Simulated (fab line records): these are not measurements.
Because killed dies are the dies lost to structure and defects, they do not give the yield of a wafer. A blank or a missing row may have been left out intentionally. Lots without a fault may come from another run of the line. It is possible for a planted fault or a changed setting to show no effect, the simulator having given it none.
Which tool did it?	flow gf180mcu	Sampling: 14 lots, 42 wafers, 4 of 602 route steps

## WHAT THE GAUGES READ, wafer by wafer
GF_M4_RS_MEAS_05: a four-point-probe measurement.
lot	measured	on	M4_ALCU_RS (ohm/sq)
L406	day 23 00:24	filmMetro-03	0.0682 0.0685 0.0680
L407	day 23 02:16	filmMetro-02	0.0690 0.0683 0.0691
L408	day 23 14:37	filmMetro-04	0.0684 0.0697 0.0690
L409	day 24 00:47	filmMetro-02	0.0695 0.0693 0.0707
L410	day 24 02:42	filmMetro-03	0.0691 0.0694 0.0697
L412	day 24 16:48	filmMetro-04	0.0686 0.0685 0.0684
L413	day 25 07:04	filmMetro-04	0.0689 0.0688 0.0688
L414	day 25 08:20	filmMetro-04	0.0695 0.0692 0.0694
L417	day 26 08:40	filmMetro-04	0.0683 0.0695 0.0685
L423	day 28 03:34	filmMetro-04	0.0696 0.0699 0.0687
L425	day 28 18:29	filmMetro-04	0.0696 0.0689 0.0695
L426	day 29 02:29	filmMetro-02	0.0685 0.0689 0.0703
L427	day 29 04:22	filmMetro-04	0.0697 0.0699 0.0701
L429	day 29 17:55	filmMetro-04	0.0677 0.0688 0.0688

GF_M4_CD_MEAS_14: the cd target is 280 nm.
lot	measured	on	cdNm (nm)
L406	day 23 22:13	cdSem-01	280.8 281.9 282.2
L407	day 24 00:45	cdSem-02	279.7 279.9 279.8
L408	day 24 12:41	cdSem-01	281.0 280.5 281.2
L409	day 24 22:02	cdSem-02	281.1 281.5 279.7
L410	day 24 23:51	cdSem-02	280.5 279.3 281.0
L412	day 25 14:11	cdSem-01	281.4 281.0 281.0
L413	day 26 03:16	cdSem-01	279.7 280.5 280.3
L414	day 26 05:19	cdSem-02	283.6 283.0 284.9
L417	day 27 05:05	cdSem-02	279.1 281.1 278.8
L423	day 28 22:49	cdSem-02	281.3 279.7 281.1
L425	day 29 12:43	cdSem-01	219.3 255.1 226.3
L426	day 29 21:46	cdSem-02	217.1 148.7 148.0
L427	day 29 23:25	cdSem-02	280.2 279.0 280.0
L429	day 30 12:23	cdSem-01	281.6 282.8 280.5

## EACH LOT AND THE TOOL THAT RAN IT (in order: tool; ch and the chambers of the sampled wafers; start)
lot	GF_V3_SPUTTER_21	GF_M4_EXPOSE_11
L406	pvdSputter-01, day 22 23:28	krfScanner-02 ch 0, day 23 11:15
L407	pvdSputter-01, day 23 01:20	krfScanner-01 ch 0, day 23 13:31
L408	pvdSputter-01, day 23 13:41	krfScanner-01 ch 0, day 24 02:31
L409	pvdSputter-01, day 23 23:53	krfScanner-02 ch 0, day 24 11:47
L410	pvdSputter-02, day 24 01:41	krfScanner-01 ch 0, day 24 13:08
L412	pvdSputter-01, day 24 15:50	krfScanner-02 ch 0, day 25 03:58
L413	pvdSputter-02, day 25 06:10	krfScanner-01 ch 0, day 25 17:29
L414	pvdSputter-01, day 25 07:23	krfScanner-02 ch 0, day 25 18:53
L417	pvdSputter-02, day 26 07:44	krfScanner-01 ch 0, day 26 18:49
L423	pvdSputter-02, day 28 02:35	krfScanner-01 ch 0, day 28 13:34
L425	pvdSputter-02, day 28 17:34	krfScanner-02 ch 0, day 29 04:16
L426	pvdSputter-03, day 29 01:32	krfScanner-02 ch 0, day 29 12:24
L427	pvdSputter-02, day 29 03:20	krfScanner-01 ch 0, day 29 14:06
L429	pvdSputter-02, day 29 16:59	krfScanner-01 ch 0, day 30 03:34
- GF_V3_SPUTTER_21: material Ti, target thk 15 nm, time 80.02 s.
- GF_M4_EXPOSE_11: exposes mask Metal4, target cd 280 nm.

## WHAT THE TOOLS THEMSELVES READ (means of the sampled wafers that have a number; where no wafer has one, the mark that the record gives instead)
GF_V3_SPUTTER_21.
lot	tool	throttleValvePct (%)
L406	pvdSputter-01	30.4
L407	pvdSputter-01	30.5
L408	pvdSputter-01	30.1
L409	pvdSputter-01	30.2
L410	pvdSputter-02	30.7
L412	pvdSputter-01	30.7
L413	pvdSputter-02	30.6
L414	pvdSputter-01	30.1
L417	pvdSputter-02	30.6
L423	pvdSputter-02	30.7
L425	pvdSputter-02	30.1
L426	pvdSputter-03	29.4
L427	pvdSputter-02	31.2
L429	pvdSputter-02	30.4

## THE ANSWER, worked out from the rows above alone
Rule: what is usual is taken from the lots themselves. The widest of any qualifying gaps counts: lots, ordered by their means at a reading, are off when they make up no more than a third of the lots, leave a main group of 4 or more, and stand apart from it by 3 or more times the standard deviation of that group's means. The tables above print the reading to a certain number of digits; a main group whose means all agree to those digits is not used. Also off: a lot with no number at a reading for which 4 or more lots have one. The other lots that the step has rows for count as sound. Order of review: gauges by route order, followed by the tools' own readings, for which a lot's mean as printed above is used. At the first step where some lot is off, the reading lying furthest off is the one used; lots without a number count as furthest.
Off, at GF_M4_CD_MEAS_14 on cdNm: L425, L426. For the main group the mean is 280.9 nm and the standard deviation 1.1.
If a tool, at a process step before that reading, ran all the lots that are off and no sound lot after the first of them, it fits. Gauges at GF_M4_CD_MEAS_14: tried the same way as those tools. One candidate fits, namely krfScanner-02 at GF_M4_EXPOSE_11. Its last sound lot is L414 (day 25 18:53), its first lot that is off L425 (day 29 04:16): a fault that began between those two fits.

## WHAT THE SIMULATOR HAD PUT IN
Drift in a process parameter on krfScanner-02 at GF_M4_EXPOSE_11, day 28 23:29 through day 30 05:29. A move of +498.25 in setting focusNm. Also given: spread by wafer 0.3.
Lots struck among those shown: L425, L426. The rule given above showed the same thing.
